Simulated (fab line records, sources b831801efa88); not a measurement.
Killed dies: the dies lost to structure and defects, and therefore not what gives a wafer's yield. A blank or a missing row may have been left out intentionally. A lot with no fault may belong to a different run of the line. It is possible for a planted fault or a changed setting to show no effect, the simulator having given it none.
What tool caused it? ; flow sky130 ; 12 lots, 36 wafers sampled, at 2 steps of a route of 708

WHAT EACH GAUGE READ, for each wafer
SKY_VIA4_OVL_MEAS_11. Usual: for VIA4_OVL the level is -0.4 nm and the standard deviation is 1.4.
lot;measured;on;VIA4_OVL (nm);flag
L351;day 42 13:58;overlay-01;1.9 -0.1 0.0;
L354;day 43 18:40;overlay-02;-0.1 1.4 0.7;
L358;day 45 02:29;overlay-02;2.4 0.2 0.2;
L359;day 45 08:21;overlay-02;1.3 -0.1 -1.1;
L360;day 45 11:05;overlay-02;-3.4 -2.0 -1.6;
L361;day 45 17:23;overlay-01;0.4 1.1 0.2;
L362;day 45 22:10;overlay-02;-4.3 -1.7 -2.8;
L367;day 47 04:19;overlay-01;-1.2 -2.2 -1.3;
L368;day 47 10:28;overlay-01;-0.1 0.4 -1.9;
L371;day 48 08:37;overlay-01;0.8 0.6 1.7;
L373;day 48 11:25;overlay-01;-0.7 0.6 0.2;
L374;day 48 14:13;overlay-01;-0.6 -0.5 -1.3;

SKY_VIA4_THK_MEAS_20: measures by xrf. Usual: for VIA4_W_THK the level is 526 nm and the standard deviation is 6.8.
lot;measured;on;VIA4_W_THK (nm);flag
L351;day 42 15:02;film-metro-01;518 520 525;
L354;day 43 19:42;film-metro-03;519 523 524;
L358;day 45 03:44;film-metro-02;520 525 522;
L359;day 45 09:23;film-metro-02;521 522 520;
L360;day 45 12:07;film-metro-01;528 530 529;
L361;day 45 18:27;film-metro-03;524 527 525;
L362;day 45 23:13;film-metro-03;524 528 527;
L367;day 47 05:22;film-metro-02;535 522 521;
L368;day 47 11:52;film-metro-02;531 538 540;
L371;day 48 09:40;film-metro-02;531 530 531;
L373;day 48 12:30;film-metro-03;541 531 538;
L374;day 48 15:17;film-metro-03;538 526 529;

EACH LOT AND THE TOOL THAT RAN IT (in order: tool; ch and the chambers of the sampled wafers; start)
There is no process step in the record ahead of these readings.

AS READ BY THE TOOLS THEMSELVES (means over the sampled wafers that have a number; for cases with no such wafer, the mark the record gives instead)
The record holds no such reading with a usual standard deviation.

THE ANSWER, worked out from the rows above alone
Rule: lot off if the mean of its wafers having a number is beyond 3 standard deviations from the usual mean. Also off: a lot with no number at a reading for which 4 or more lots have one. The other lots that the step has rows for count as sound. First the gauges in route order, then the tools' own readings, where a lot's mean is used as printed above. At the first step where some lot is off, the reading lying furthest off is the one used; lots without a number count as furthest.
No lot is off on any of the readings shown, so nothing can be concluded from this.

WHAT THE SIMULATOR HAD INSERTED
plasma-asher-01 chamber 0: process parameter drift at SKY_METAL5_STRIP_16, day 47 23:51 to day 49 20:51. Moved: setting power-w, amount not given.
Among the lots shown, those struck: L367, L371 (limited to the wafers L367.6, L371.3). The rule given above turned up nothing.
